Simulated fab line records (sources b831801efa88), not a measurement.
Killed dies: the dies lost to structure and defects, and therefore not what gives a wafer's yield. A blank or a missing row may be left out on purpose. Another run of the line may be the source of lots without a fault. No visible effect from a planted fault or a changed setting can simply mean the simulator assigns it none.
Which tool is to blame? | flow gf180mcu | Sampling: 24 lots, 72 wafers, 6 of 602 route steps

WHAT THE GAUGES READ, wafer by wafer
GF_MIM_THK_MEAS_06.
lot  | measured     | on            | MIM_CVD_05_THK (nm)
L074 | day 24 11:37 | film metro-04 | 41.7 43.0 42.1
L075 | day 24 20:03 | film metro-03 | 41.5 42.4 42.7
L076 | day 25 02:37 | film metro-03 | 41.6 42.0 41.9
L077 | day 25 17:04 | film metro-04 | 40.6 42.5 41.8
L078 | day 26 01:13 | film metro-04 | 41.0 41.7 41.1
L079 | day 26 07:58 | film metro-01 | 41.3 42.0 42.1
L080 | day 26 12:19 | film metro-04 | 40.3 41.5 40.5
L081 | day 26 20:49 | film metro-01 | 41.9 42.1 41.9
L082 | day 27 12:10 | film metro-03 | 40.8 41.5 42.2
L083 | day 27 15:22 | film metro-03 | 40.6 41.7 42.4
L084 | day 28 03:45 | film metro-04 | 41.1 42.3 42.0
L085 | day 28 09:20 | film metro-03 | 40.4 41.6 42.2
L086 | day 29 07:02 | film metro-04 | 41.1 41.5 41.8
L088 | day 29 12:59 | film metro-04 | 40.9 41.8 41.0
L087 | day 29 13:49 | film metro-03 | 41.7 42.1 41.6
L089 | day 29 18:52 | film metro-03 | 41.8 42.1 41.4
L090 | day 30 01:26 | film metro-04 | 40.9 41.3 41.6
L092 | day 30 13:03 | film metro-04 | 41.0 41.2 42.4
L091 | day 30 14:41 | film metro-03 | 41.2 41.7 42.8
L094 | day 30 19:55 | film metro-03 | 41.0 42.1 41.6
L093 | day 30 23:20 | film metro-01 | 40.4 41.5 41.2
L095 | day 31 00:28 | film metro-04 | 41.6 40.9 42.8
L096 | day 31 11:49 | film metro-03 | 40.8 40.7 41.8
L097 | day 31 14:40 | film metro-03 | 40.2 41.4 41.3

GF_PASSIVATION_BOW_MEAS_14.
lot  | measured     | on            | PASSIVATION_BOW (um)
L074 | day 29 01:26 | film metro-03 | 146 125 140
L075 | day 29 10:05 | film metro-01 | 129 140 156
L076 | day 29 14:52 | film metro-01 | 135 138 135
L077 | day 30 02:59 | film metro-02 | 127 136 140
L078 | day 30 09:52 | film metro-01 | 149 133 130
L079 | day 30 14:34 | film metro-01 | 138 136 129
L080 | day 30 20:35 | film metro-02 | 144 153 131
L081 | day 31 03:16 | film metro-02 | 110 115 115
L082 | day 31 17:25 | film metro-03 | 138 141 123
L083 | day 31 19:31 | film metro-02 | 123 135 134
L084 | day 32 04:40 | film metro-01 | 113 117 121
L085 | day 32 10:13 | film metro-02 | 173 161 155
L086 | day 33 05:34 | film metro-02 | 141 150 144
L088 | day 33 09:47 | film metro-03 | 148 153 146
L087 | day 33 10:37 | film metro-03 | 132 136 136
L089 | day 33 15:26 | film metro-03 | 140 136 137
L090 | day 33 21:13 | film metro-02 | 125 130 114
L092 | day 34 07:28 | film metro-03 | 153 140 132
L091 | day 34 08:29 | film metro-01 | 136 154 148
L094 | day 34 14:10 | film metro-03 | 127 137 130
L093 | day 34 17:04 | film metro-02 | 139 135 141
L095 | day 34 17:17 | film metro-01 | 155 144 146
L096 | day 35 01:35 | film metro-03 | 140 133 137
L097 | day 35 03:51 | film metro-03 | 146 143 142

TOOL THAT RAN EACH LOT (tool first, then ch and the chambers of the sampled wafers, then the start)
lot  | GF_M3_SPUTTER_03             | GF_V4_ETCH_16                      | GF_MIM_SPUTTER_08            | GF_V5_ETCH_16
L074 | pvd sputter-03, day 20 07:37 | rie diel-02 ch 0,1, day 24 09:52   | pvd sputter-01, day 24 11:41 | rie diel-01 ch 0,2,3, day 27 04:57
L075 | pvd sputter-01, day 20 16:26 | rie diel-02 ch 0,3, day 24 18:24   | pvd sputter-04, day 24 20:09 | rie diel-04 ch 1,2, day 27 12:27
L076 | pvd sputter-01, day 21 01:14 | rie diel-02 ch 1,2,3, day 25 00:56 | pvd sputter-03, day 25 02:43 | rie diel-01 ch 0,2, day 27 19:38
L077 | pvd sputter-04, day 21 15:40 | rie diel-01 ch 0,2,3, day 25 15:26 | pvd sputter-04, day 25 17:10 | rie diel-02 ch 1,2, day 28 08:53
L078 | pvd sputter-03, day 22 01:22 | rie diel-02 ch 1,2,3, day 25 23:36 | pvd sputter-01, day 26 01:19 | rie diel-01 ch 0,1,2, day 28 15:54
L079 | pvd sputter-03, day 22 07:59 | rie diel-01 ch 0,1,3, day 26 06:21 | pvd sputter-04, day 26 08:04 | rie diel-02 ch 2,3, day 28 22:12
L080 | pvd sputter-04, day 22 13:51 | rie diel-01 ch 0,1,3, day 26 10:42 | pvd sputter-04, day 26 12:25 | rie diel-01 ch 0,1, day 29 01:59
L081 | pvd sputter-04, day 22 23:45 | rie diel-02 ch 0,1,2, day 26 19:12 | pvd sputter-04, day 26 20:55 | rie diel-04 ch 2,3, day 29 09:05
L082 | pvd sputter-01, day 23 09:40 | rie diel-02 ch 0,1,2, day 27 05:50 | pvd sputter-04, day 27 12:16 | rie diel-02 ch 1,2,3, day 30 00:22
L083 | pvd sputter-01, day 23 18:36 | rie diel-02 ch 0,3, day 27 13:44   | pvd sputter-01, day 27 15:27 | rie diel-04 ch 0,3, day 30 03:26
L084 | pvd sputter-03, day 24 09:43 | rie diel-03 ch 1,2, day 28 02:08   | pvd sputter-01, day 28 03:51 | rie diel-04 ch 1,2, day 30 13:29
L085 | pvd sputter-03, day 24 15:13 | rie diel-01 ch 0,1,2, day 28 07:42 | pvd sputter-01, day 28 09:26 | rie diel-02 ch 0,1,3, day 30 19:11
L086 | pvd sputter-01, day 25 15:34 | rie diel-01 ch 0,1, day 29 05:21   | pvd sputter-01, day 29 07:08 | rie diel-04 ch 1,2, day 31 14:40
L088 | pvd sputter-03, day 25 22:33 | rie diel-01 ch 0,1, day 29 11:18   | pvd sputter-01, day 29 13:05 | rie diel-02 ch 2,3, day 31 20:11
L087 | pvd sputter-01, day 25 23:37 | rie diel-02 ch 0,3, day 29 12:12   | pvd sputter-04, day 29 13:55 | rie diel-02 ch 2,3, day 31 21:26
L089 | pvd sputter-03, day 26 06:06 | rie diel-03 ch 0,2,3, day 29 17:14 | pvd sputter-01, day 29 18:57 | rie diel-04 ch 1,2,3, day 32 01:53
L090 | pvd sputter-03, day 26 12:15 | rie diel-01 ch 0,1, day 29 23:47   | pvd sputter-04, day 30 01:33 | rie diel-02 ch 1,2,3, day 32 06:56
L092 | pvd sputter-04, day 27 01:32 | rie diel-02 ch 2,3, day 30 11:26   | pvd sputter-01, day 30 13:09 | rie diel-02 ch 0,1, day 32 19:03
L091 | pvd sputter-01, day 27 02:36 | rie diel-02 ch 0,2,3, day 30 12:52 | pvd sputter-04, day 30 14:47 | rie diel-02 ch 1,2,3, day 32 20:05
L094 | pvd sputter-04, day 27 07:43 | rie diel-01 ch 1,2, day 30 18:18   | pvd sputter-01, day 30 20:01 | rie diel-04 ch 0,2, day 33 02:14
L093 | pvd sputter-03, day 27 12:11 | rie diel-03 ch 1,2,3, day 30 21:42 | pvd sputter-04, day 30 23:25 | rie diel-01 ch 0,2, day 33 04:38
L095 | pvd sputter-01, day 27 13:49 | rie diel-01 ch 1,2,3, day 30 22:51 | pvd sputter-03, day 31 00:34 | rie diel-02 ch 0,1,3, day 33 05:35
L096 | pvd sputter-01, day 28 03:01 | rie diel-01 ch 2,3, day 31 10:08   | pvd sputter-03, day 31 11:54 | rie diel-02 ch 2,3, day 33 14:20
L097 | pvd sputter-01, day 28 05:33 | rie diel-03 ch 0,2, day 31 13:00   | pvd sputter-04, day 31 14:46 | rie diel-01 ch 0,3, day 33 17:29
- GF_M3_SPUTTER_03: material Ti, target thk 10 nm, time 6.7 s.
- GF_V4_ETCH_16: etches BARC in N2/H2.
- GF_MIM_SPUTTER_08: material AlCu, target thk 200 nm, time 10.6 s.
- GF_V5_ETCH_16: etches BARC in N2/H2.

AS READ BY THE TOOLS THEMSELVES (means over the sampled wafers that have a number; for cases with no such wafer, the mark the record gives instead)
GF_M3_SPUTTER_03.
lot  | tool           | throttle valve pct (%)
L074 | pvd sputter-03 | 30.9
L075 | pvd sputter-01 | 29.4
L076 | pvd sputter-01 | 29.6
L077 | pvd sputter-04 | 30.0
L078 | pvd sputter-03 | 30.9
L079 | pvd sputter-03 | 31.5
L080 | pvd sputter-04 | 30.3
L081 | pvd sputter-04 | 29.4
L082 | pvd sputter-01 | 30.2
L083 | pvd sputter-01 | 30.2
L084 | pvd sputter-03 | 31.0
L085 | pvd sputter-03 | 32.1
L086 | pvd sputter-01 | 30.7
L088 | pvd sputter-03 | 30.9
L087 | pvd sputter-01 | 29.4
L089 | pvd sputter-03 | 30.8
L090 | pvd sputter-03 | 32.0
L092 | pvd sputter-04 | 29.0
L091 | pvd sputter-01 | 30.3
L094 | pvd sputter-04 | 30.0
L093 | pvd sputter-03 | 30.7
L095 | pvd sputter-01 | 30.2
L096 | pvd sputter-01 | 30.1
L097 | pvd sputter-01 | 30.1

GF_V4_ETCH_16.
lot  | tool        | drypump motor current A (A) | oes product au (a.u.) | rf fwd power W (W) | throttle valve pct (%)
L074 | rie diel-02 | 5.9                         | 0.853                 | 496.5              | 13.219
L075 | rie diel-02 | 5.2                         | 0.856                 | 495.5              | 13.223
L076 | rie diel-02 | 5.3                         | 0.859                 | 495.9              | 13.226
L077 | rie diel-01 | 5.7                         | 0.856                 | 495.5              | 13.227
L078 | rie diel-02 | 5.3                         | 0.852                 | 495.2              | 13.228
L079 | rie diel-01 | 5.7                         | 0.855                 | 494.7              | 13.231
L080 | rie diel-01 | 5.7                         | 0.852                 | 494.7              | 13.233
L081 | rie diel-02 | 5.7                         | 0.863                 | 496.1              | 13.216
L082 | rie diel-02 | 5.7                         | 0.854                 | 496.5              | 13.224
L083 | rie diel-02 | 5.2                         | 0.853                 | 495.0              | 13.232
L084 | rie diel-03 | 6.2                         | 0.855                 | 496.7              | 13.225
L085 | rie diel-01 | 5.6                         | 0.856                 | 493.7              | 13.218
L086 | rie diel-01 | 5.7                         | 0.854                 | 495.2              | 13.223
L088 | rie diel-01 | 5.7                         | 0.856                 | 494.3              | 13.220
L087 | rie diel-02 | 5.2                         | 0.858                 | 496.1              | 13.231
L089 | rie diel-03 | 5.7                         | 0.856                 | 494.3              | 13.229
L090 | rie diel-01 | 5.7                         | 0.860                 | 496.4              | 13.212
L092 | rie diel-02 | 5.0                         | 0.851                 | 495.1              | 13.228
L091 | rie diel-02 | 5.4                         | 0.855                 | 495.0              | 13.223
L094 | rie diel-01 | 5.6                         | 0.857                 | 493.6              | 13.225
L093 | rie diel-03 | 5.9                         | 0.856                 | 494.9              | 13.231
L095 | rie diel-01 | 5.6                         | 0.854                 | 494.7              | 13.220
L096 | rie diel-01 | 5.7                         | 0.854                 | 493.2              | 13.207
L097 | rie diel-03 | 5.6                         | 0.850                 | 494.8              | 13.224

GF_MIM_SPUTTER_08.
lot  | tool           | throttle valve pct (%)
L074 | pvd sputter-01 | 30.1
L075 | pvd sputter-04 | 30.0
L076 | pvd sputter-03 | 30.3
L077 | pvd sputter-04 | 30.7
L078 | pvd sputter-01 | 29.5
L079 | pvd sputter-04 | 30.4
L080 | pvd sputter-04 | 29.4
L081 | pvd sputter-04 | 29.2
L082 | pvd sputter-04 | 31.1
L083 | pvd sputter-01 | 29.7
L084 | pvd sputter-01 | 29.6
L085 | pvd sputter-01 | 29.5
L086 | pvd sputter-01 | 29.4
L088 | pvd sputter-01 | 29.5
L087 | pvd sputter-04 | 31.2
L089 | pvd sputter-01 | 29.6
L090 | pvd sputter-04 | 30.0
L092 | pvd sputter-01 | 30.2
L091 | pvd sputter-04 | 30.7
L094 | pvd sputter-01 | 29.9
L093 | pvd sputter-04 | 30.0
L095 | pvd sputter-03 | 31.5
L096 | pvd sputter-03 | 32.0
L097 | pvd sputter-04 | 30.6

GF_V5_ETCH_16.
lot  | tool        | drypump motor current A (A) | oes product au (a.u.) | rf fwd power W (W) | throttle valve pct (%)
L074 | rie diel-01 | 5.6                         | 0.852                 | 495.2              | 13.225
L075 | rie diel-04 | 6.2                         | 0.857                 | 494.9              | 13.241
L076 | rie diel-01 | 5.5                         | 0.851                 | 493.9              | 13.217
L077 | rie diel-02 | 5.6                         | 0.853                 | 494.9              | 13.229
L078 | rie diel-01 | 5.6                         | 0.852                 | 495.4              | 13.222
L079 | rie diel-02 | 5.2                         | 0.850                 | 496.1              | 13.228
L080 | rie diel-01 | 5.7                         | 0.853                 | 495.4              | 13.220
L081 | rie diel-04 | 5.6                         | 0.853                 | 494.9              | 13.229
L082 | rie diel-02 | 5.3                         | 0.856                 | 495.8              | 13.229
L083 | rie diel-04 | 5.5                         | 0.852                 | 492.2              | 13.231
L084 | rie diel-04 | 6.2                         | 0.860                 | 494.3              | 13.232
L085 | rie diel-02 | 5.5                         | 0.857                 | 495.1              | 13.229
L086 | rie diel-04 | 6.2                         | 0.857                 | 496.4              | 13.230
L088 | rie diel-02 | 5.0                         | 0.857                 | 495.1              | 13.224
L087 | rie diel-02 | 5.2                         | 0.851                 | 497.4              | 13.222
L089 | rie diel-04 | 5.9                         | 0.855                 | 492.8              | 13.224
L090 | rie diel-02 | 5.3                         | 0.858                 | 494.6              | 13.225
L092 | rie diel-02 | 5.8                         | 0.850                 | 495.0              | 13.223
L091 | rie diel-02 | 5.3                         | 0.859                 | 495.9              | 13.222
L094 | rie diel-04 | 5.7                         | 0.851                 | 495.2              | 13.225
L093 | rie diel-01 | 5.7                         | 0.859                 | 492.0              | 13.228
L095 | rie diel-02 | 5.5                         | 0.856                 | 495.1              | 13.225
L096 | rie diel-02 | 5.0                         | 0.855                 | 496.8              | 13.224
L097 | rie diel-01 | 5.8                         | 0.855                 | 496.0              | 13.215

THE ANSWER, worked out from the rows above alone
Rule: usual is defined by the lots themselves. Put in order of their means at a reading, lots are off if they are a third of the lots or fewer, leave a main group of 4 or more, and stand apart from it by a gap of 3 or more times the standard deviation of the main group's means; of several such gaps the widest counts. The tables above print the reading to a certain number of digits; a main group whose means all agree to those digits is not used. A lot without any number at a reading at which 4 lots or more have one is off too. Where the step has rows for the other lots, those lots are counted as sound. After the gauges, taken in route order, come the tools' own readings; for these a lot's mean is taken, as printed above. The first step at which some lot is off is used, and at that step the reading that is off furthest; a lot without a number counts as furthest.
None of the lots is off at any reading shown; this tells nothing.

WHAT HAD BEEN PUT IN BY THE SIMULATOR
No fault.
